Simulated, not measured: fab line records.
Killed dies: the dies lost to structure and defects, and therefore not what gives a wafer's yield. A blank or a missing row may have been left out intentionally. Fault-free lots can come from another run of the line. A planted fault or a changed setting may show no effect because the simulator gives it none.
A single fault, viewed from 2 desks | flow gf180mcu | what lay behind the numbers comes last; until then each desk has only its own

## THE TOOL OWNER'S DESK: pecvd-02
The tool's own readings at GF_SAB_CVD_00 (deposits SiO2 from TEOS, target thk 50 nm, time 4.9302 s): means of the sampled wafers that have a number, for each lot that ran on this tool. A lot is out of limits, marked OUT, if its mean lies more than 4 standard deviations from the usual mean; the brackets give that distance.
Columns: A = heater-power-w at GF_SAB_CVD_00, usual 697 W; B = rf-fwd-power-W at GF_SAB_CVD_00, usual 588 W
lot  | first seen here | A   | B
L337 | day 14 03:57    | 694 | 589
L339 | day 15 08:20    | 753 | 588
L342 | day 16 00:53    | 810 | 590
L344 | day 16 20:20    | 632 | 589
L353 | day 20 01:36    | 732 | 592
L356 | day 21 03:09    | 687 | 591
L357 | day 21 10:02    | 722 | 589
L359 | day 21 20:47    | 689 | 589
This desk's verdict: no lot among the 8 shows anything out of limits.

## THE METROLOGY DESK
What the gauges read for every lot (on any tool): the sampled wafers with a number, averaged. A lot is out of limits, marked OUT, if its mean lies more than 4 standard deviations from the usual mean; the brackets give that distance.
Columns: A = cd-nm at GF_POLY_GATE_CD_MEAS_10, usual 279.9 nm; B = SAB_CVD_00_THK at GF_SAB_THK_MEAS_01, usual 49.9 nm; C = M1_ALCU_RS at GF_M1_RS_MEAS_05, usual 0.0694 ohm/sq
lot  | first seen here | A     | B               | C
L337 | day 9 03:08     | 280.4 | 51.1            | 0.0695
L338 | day 9 12:05     | 279.7 | 50.0            | 0.0685
L339 | day 10 05:24    | 279.6 | 50.0            | 0.0688
L342 | day 10 18:17    | 278.1 | 52.9 (+4.9) OUT | 0.0695
L344 | day 11 10:28    | 282.7 | 52.5 (+4.3) OUT | 0.0691
L350 | day 13 02:03    | 279.9 | 50.2            | 0.0686
L352 | day 13 14:25    | 278.8 | 50.1            | 0.0698
L353 | day 13 21:33    | 281.7 | 50.1            | 0.0702
L355 | day 14 19:09    | 279.5 | 50.4            | 0.0703
L354 | day 14 19:16    | 279.6 | 50.6            | 0.0696
L356 | day 14 23:36    | 280.8 | 49.0            | 0.0694
L357 | day 15 06:53    | 280.2 | 49.6            | 0.0696
L358 | day 15 10:40    | 281.0 | 50.2            | 0.0695
L359 | day 15 16:19    | 280.3 | 50.3            | 0.0705
Finding of this desk: L342, L344 out of limits, first seen on L342 at day 16 00:55 (SAB_CVD_00_THK at GF_SAB_THK_MEAS_01). In limits: L337, L338, L339, L350, L352, L353, L355, L354, L356, L357, L358, L359.

## TAKEN TOGETHER
At day 16 00:55 the metrology desk could have sounded an alarm, on L342, L344.
Nothing out of limits was seen by the tool owner's desk.
The tool owner's desk has L342, L344 on record, within its limits.
Of the lots named, all ran GF_SAB_CVD_00 on pecvd-02.

## WHAT THE SIMULATOR HAD PUT IN
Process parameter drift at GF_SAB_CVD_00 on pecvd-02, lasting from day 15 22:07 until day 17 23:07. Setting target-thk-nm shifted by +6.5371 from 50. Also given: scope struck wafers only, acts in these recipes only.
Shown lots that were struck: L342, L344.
Time in hours between the start of the fault and the first out-of-limits reading at each desk: metrology desk, 3.
